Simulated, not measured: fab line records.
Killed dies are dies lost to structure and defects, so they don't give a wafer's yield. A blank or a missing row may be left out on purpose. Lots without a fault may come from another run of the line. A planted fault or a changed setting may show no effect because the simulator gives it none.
Split-lot trial | flow sky130 | on a route of 708 steps: 5 lots, 27 wafers read

ON THE SPLIT
At SKY_METAL4_METAL_ETCH_18 (etches the open film in Cl2/BCl3, stops on SiO2, target depth 845 nm, time 183.1 s), the setting time s was moved away from the recipe's 183.1 s on 6 of the 27 wafers read, by +24.7% to +51.0%. All remaining wafers had this setting at the recipe value.

No step appears in the file between the split and the reading.

THE READING
oes product au, in a.u., at SKY_METAL4_STRIP_19 (strips in O2/N2). Typical for fault-free wafers on this fab line: 0.502 a.u., with standard deviation 0.006 a.u.

wafer  | tool, chamber at the split | time s as run, s | against the recipe | oes product au, a.u. | against lot-mates on the recipe
L074.2 | rie metal-01, 1            | 183.1            | recipe             | 0.493                | -
L074.3 | rie metal-01, 1            | 183.1            | recipe             | 0.488                | -
L074.5 | rie metal-01, 0            | 183.1            | recipe             | 0.500                | -
L076.1 | rie metal-04, 1            | 183.1            | recipe             | 0.506                | -
L076.2 | rie metal-04, 0            | 183.1            | recipe             | 0.501                | -
L076.3 | rie metal-04, 1            | 183.1            | recipe             | 0.500                | -
L076.4 | rie metal-04, 0            | 183.1            | recipe             | 0.509                | -
L076.5 | rie metal-04, 0            | 183.1            | recipe             | 0.506                | -
L076.6 | rie metal-04, 1            | 183.1            | recipe             | 0.508                | -
L081.1 | rie metal-01, 0            | 183.1            | recipe             | 0.505                | -
L081.2 | rie metal-01, 1            | 276.4            | +51.0%             | 0.371                | -0.134
L081.3 | rie metal-01, 1            | 183.1            | recipe             | 0.497                | -
L081.4 | rie metal-01, 0            | 183.1            | recipe             | 0.513                | -
L081.5 | rie metal-01, 1            | 276.4            | +51.0%             | 0.370                | -0.135
L081.6 | rie metal-01, 0            | 276.4            | +51.0%             | 0.390                | -0.115
L082.1 | rie metal-01, 1            | 183.1            | recipe             | 0.502                | -
L082.2 | rie metal-01, 0            | 183.1            | recipe             | 0.510                | -
L082.3 | rie metal-01, 1            | 228.3            | +24.7%             | 0.438                | -0.065
L082.4 | rie metal-01, 0            | 183.1            | recipe             | 0.497                | -
L082.5 | rie metal-01, 1            | 228.3            | +24.7%             | 0.439                | -0.064
L082.6 | rie metal-01, 0            | 228.3            | +24.7%             | 0.453                | -0.050
L085.1 | rie metal-02, 0            | 183.1            | recipe             | 0.513                | -
L085.2 | rie metal-02, 1            | 183.1            | recipe             | 0.512                | -
L085.3 | rie metal-02, 1            | 183.1            | recipe             | 0.507                | -
L085.4 | rie metal-02, 0            | 183.1            | recipe             | 0.513                | -
L085.5 | rie metal-02, 1            | 183.1            | recipe             | 0.506                | -
L085.6 | rie metal-02, 0            | 183.1            | recipe             | 0.503                | -

THE FIT
A straight line over all 27 wafers: oes product au changes by -0.00249 a.u. for each +1% of time s; r = -0.99; the points scatter about the line by 0.0073 a.u.
The same after taking each lot's own level away (the mean of its wafers on the recipe; 27 wafers): -0.0025 a.u. for each +1%; r = -0.99; scatter 0.0058 a.u.
According to that fit, moving time s by its largest amount changes the reading by 0.13 a.u.
From 0.4937 to 0.5090 a.u.: that is the span of the lots' own levels, equal to 2.6 times the standard deviation above.
Consequently the slope shifts little with the lot-to-lot level, the two slopes agreeing.
Check: -0.125 a.u. against its lot-mates is what the line predicts for one of the wafers moved furthest among these (+51.0%) when that wafer is left out of the fit. It came out at -0.134 a.u. against them.

THESE WAFERS: OTHER SPLITS
Note: prior to the reading, these wafers also went through further splits. Each is held against what the fit with the lots' levels taken away leaves over:
other split on the same wafers      | wafers away from the commonest value | r with oes product au (lot level and that fit taken away)
SKY_METAL3_METAL_ETCH_18 time s     | 12                                   | -0.29
SKY_CAP2M_DEVELOP_11 develop time s | 6                                    | +0.17

THE WHOLE CHAIN: every reading that the file lists as answering this split, in the file's order
step                     | what it does                                                                       | reading                                                                             | change (the file's fit)                   | r (the file's)
SKY_METAL4_METAL_ETCH_18 | etches the open film in Cl2/BCl3, stops on SiO2, target depth 845 nm, time 183.1 s | KrF-thick_of_METAL4_COAT_08.thk nm (the simulator's own value, which no gauge read) | -5.69 nm for each +1% of the setting      | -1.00
SKY_METAL4_METAL_ETCH_18 | etches the open film in Cl2/BCl3, stops on SiO2, target depth 845 nm, time 183.1 s | METAL4.cd nm (the simulator's own value, which no gauge read)                       | -0.608 nm for each +1% of the setting     | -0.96
SKY_METAL4_METAL_ETCH_18 | etches the open film in Cl2/BCl3, stops on SiO2, target depth 845 nm, time 183.1 s | SiO2_of_VIA3_HDPCVD_00.thk nm (the simulator's own value, which no gauge read)      | -0.235 nm for each +1% of the setting     | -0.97
SKY_METAL4_STRIP_19      | strips in O2/N2                                                                    | oes product au                                                                      | -0.00249 a.u. for each +1% of the setting | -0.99
SKY_METAL4_STRIP_19      | strips in O2/N2                                                                    | strip time to endpoint s                                                            | withheld for each +1% of the setting      | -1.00

FILE'S OWN FIT
oes product au changes by -0.00249 a.u. for each +1% of time s, r = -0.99.
